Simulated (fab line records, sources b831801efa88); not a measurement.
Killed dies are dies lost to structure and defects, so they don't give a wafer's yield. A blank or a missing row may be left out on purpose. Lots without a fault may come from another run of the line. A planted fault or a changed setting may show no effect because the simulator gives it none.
Which tool did it? | flow gf180mcu | 13 lots, 39 wafers sampled, at 5 steps of a route of 602

WHAT THE GAUGES READ, wafer by wafer
GF_VT_IMPLANT_OVL_MEAS_29.
lot  | measured     | on         | VT_IMPLANT_02_OVL (nm)
L358 | day 7 05:37  | overlay-02 | -1.2 -1.1 -2.5
L360 | day 7 16:40  | overlay-02 | -0.6 1.7 -0.7
L361 | day 7 23:23  | overlay-01 | -1.9 -1.0 -0.7
L365 | day 9 02:10  | overlay-01 | -1.3 -0.9 0.1
L366 | day 9 10:53  | overlay-02 | 0.6 0.4 -0.4
L367 | day 9 15:31  | overlay-02 | -1.1 -2.2 -1.0
L368 | day 9 21:43  | overlay-02 | -3.1 -2.5 -2.7
L369 | day 10 04:07 | overlay-01 | -1.8 -1.8 -2.4
L370 | day 10 11:04 | overlay-01 | - - -
L371 | day 10 17:35 | overlay-02 | -1.8 -2.1 -2.5
L372 | day 10 23:41 | overlay-01 | 1.8 0.3 1.1
L377 | day 12 05:20 | overlay-01 | 0.5 -1.5 0.2
L380 | day 13 08:28 | overlay-02 | -0.9 0.6 -0.8

GF_VT_IMPLANT_TW_MEAS_32.
lot  | measured     | on            | VT_IMPLANT_3_TW
L358 | day 7 05:54  | film_metro-01 | 271.2 268.5 267.7
L360 | day 7 16:57  | film_metro-04 | 272.9 272.1 272.7
L361 | day 7 23:40  | film_metro-04 | 274.4 273.0 273.5
L365 | day 9 02:28  | film_metro-04 | 271.6 270.9 272.9
L366 | day 9 11:11  | film_metro-01 | 268.5 268.8 268.8
L367 | day 9 15:49  | film_metro-04 | 271.9 273.2 272.7
L368 | day 9 22:00  | film_metro-04 | 271.1 273.0 272.6
L369 | day 10 04:25 | film_metro-01 | 269.1 271.1 270.7
L370 | day 10 11:22 | film_metro-01 | 30.1 30.0 30.0
L371 | day 10 17:53 | film_metro-01 | 268.5 269.9 269.9
L372 | day 11 00:07 | film_metro-01 | 269.5 267.8 269.1
L377 | day 12 05:37 | film_metro-04 | 271.9 271.2 271.2
L380 | day 13 08:44 | film_metro-02 | 269.2 267.8 266.4

GF_V1_THK_MEAS_25: measures by xrf.
lot  | measured     | on            | V1_W_THK (nm)
L358 | day 18 22:50 | film_metro-01 | 352 354 344
L360 | day 19 08:07 | film_metro-01 | 348 355 354
L361 | day 19 15:47 | film_metro-03 | 361 359 359
L365 | day 21 09:02 | film_metro-03 | 359 357 353
L366 | day 21 17:44 | film_metro-03 | 359 360 359
L367 | day 22 07:39 | film_metro-03 | 359 361 362
L368 | day 22 12:23 | film_metro-02 | 361 360 360
L369 | day 22 17:05 | film_metro-01 | 352 349 350
L371 | day 23 15:00 | film_metro-03 | 361 356 359
L372 | day 23 16:22 | film_metro-02 | 362 362 362
L377 | day 25 04:57 | film_metro-02 | 364 367 368
L380 | day 26 12:13 | film_metro-02 | 359 357 355

WHICH TOOL RAN EACH LOT (tool, then ch and the chambers of the sampled wafers, then the start)
lot  | GF_VT_IMPLANT_EXPOSE_26             | GF_SALICIDE_RTA_06
L358 | iline_stepper-02 ch 0, day 6 22:27  | rtp_anneal-02 ch 0, day 15 20:06
L360 | iline_stepper-01 ch 0, day 7 09:05  | rtp_anneal-02 ch 0, day 16 04:24
L361 | iline_stepper-01 ch 0, day 7 15:27  | rtp_anneal-01 ch 0, day 16 11:58
L365 | iline_stepper-02 ch 0, day 8 18:10  | rtp_anneal-01 ch 0, day 18 03:44
L366 | iline_stepper-01 ch 0, day 9 02:01  | rtp_anneal-01 ch 0, day 18 12:38
L367 | iline_stepper-02 ch 0, day 9 07:02  | rtp_anneal-01 ch 0, day 19 02:13
L368 | iline_stepper-02 ch 0, day 9 12:46  | rtp_anneal-01 ch 0, day 19 07:15
L369 | iline_stepper-02 ch 0, day 9 18:45  | rtp_anneal-02 ch 0, day 19 10:30
L370 | iline_stepper-01 ch 0, day 10 02:27 | -
L371 | iline_stepper-02 ch 0, day 10 08:29 | rtp_anneal-02 ch 0, day 20 10:24
L372 | iline_stepper-01 ch 0, day 10 14:43 | rtp_anneal-02 ch 0, day 20 11:53
L377 | iline_stepper-01 ch 0, day 11 19:26 | rtp_anneal-01 ch 0, day 22 03:49
L380 | iline_stepper-01 ch 0, day 12 23:15 | rtp_anneal-02 ch 0, day 23 13:07
- GF_VT_IMPLANT_EXPOSE_26: exposes mask LVPWELL HV AREA, target cd 860 nm.
- GF_SALICIDE_RTA_06: time 30 s.

WHAT THE TOOLS THEMSELVES READ (means of the sampled wafers that have a number; where no wafer has one, the mark that the record gives instead)
GF_SALICIDE_RTA_06.
lot  | tool          | lamp_power_pct (%) | wafer_temp_C_max
L358 | rtp_anneal-02 | 6.4                | 532.6
L360 | rtp_anneal-02 | 6.4                | 532.1
L361 | rtp_anneal-01 | 5.6                | 531.8
L365 | rtp_anneal-01 | 5.6                | 532.2
L366 | rtp_anneal-01 | 5.6                | 531.9
L367 | rtp_anneal-01 | 5.6                | 531.9
L368 | rtp_anneal-01 | 5.6                | 532.2
L369 | rtp_anneal-02 | 6.4                | 533.1
L371 | rtp_anneal-02 | 6.4                | 532.7
L372 | rtp_anneal-02 | 6.4                | 532.5
L377 | rtp_anneal-01 | 5.6                | 531.9
L380 | rtp_anneal-02 | 6.4                | 532.5

THE ANSWER, worked out from the rows above alone
Rule: what is usual is taken from the lots themselves. Put in order of their means at a reading, lots are off if they are a third of the lots or fewer, leave a main group of 4 or more, and stand apart from it by a gap of 3 or more times the standard deviation of the main group's means; of several such gaps the widest counts. A main group whose means are all the same, to the digits that the tables above print for the reading, isn't used. A lot without any number at a reading at which 4 lots or more have one is off too. The other lots that the step has rows for count as sound. The gauges are gone through in route order, then the tools' own readings, and for those a lot's mean is taken as printed above. The first step at which some lot is off is used, and at that step the reading that is off furthest; a lot without a number counts as furthest.
Off: L370, at GF_VT_IMPLANT_OVL_MEAS_29 (VT_IMPLANT_02_OVL). Without a number there: L370. The main group: mean -0.9 nm, standard deviation 1.1.
A tool fits if, at a process step before that reading, it ran every lot that is off, and no sound lot after the first of them. The gauges at GF_VT_IMPLANT_OVL_MEAS_29 aren't tried: what is off there is off at GF_VT_IMPLANT_TW_MEAS_32 too, on other tools, and a gauge's error can't cause that. None of those tried fits.

WHAT THE SIMULATOR HAD PUT IN
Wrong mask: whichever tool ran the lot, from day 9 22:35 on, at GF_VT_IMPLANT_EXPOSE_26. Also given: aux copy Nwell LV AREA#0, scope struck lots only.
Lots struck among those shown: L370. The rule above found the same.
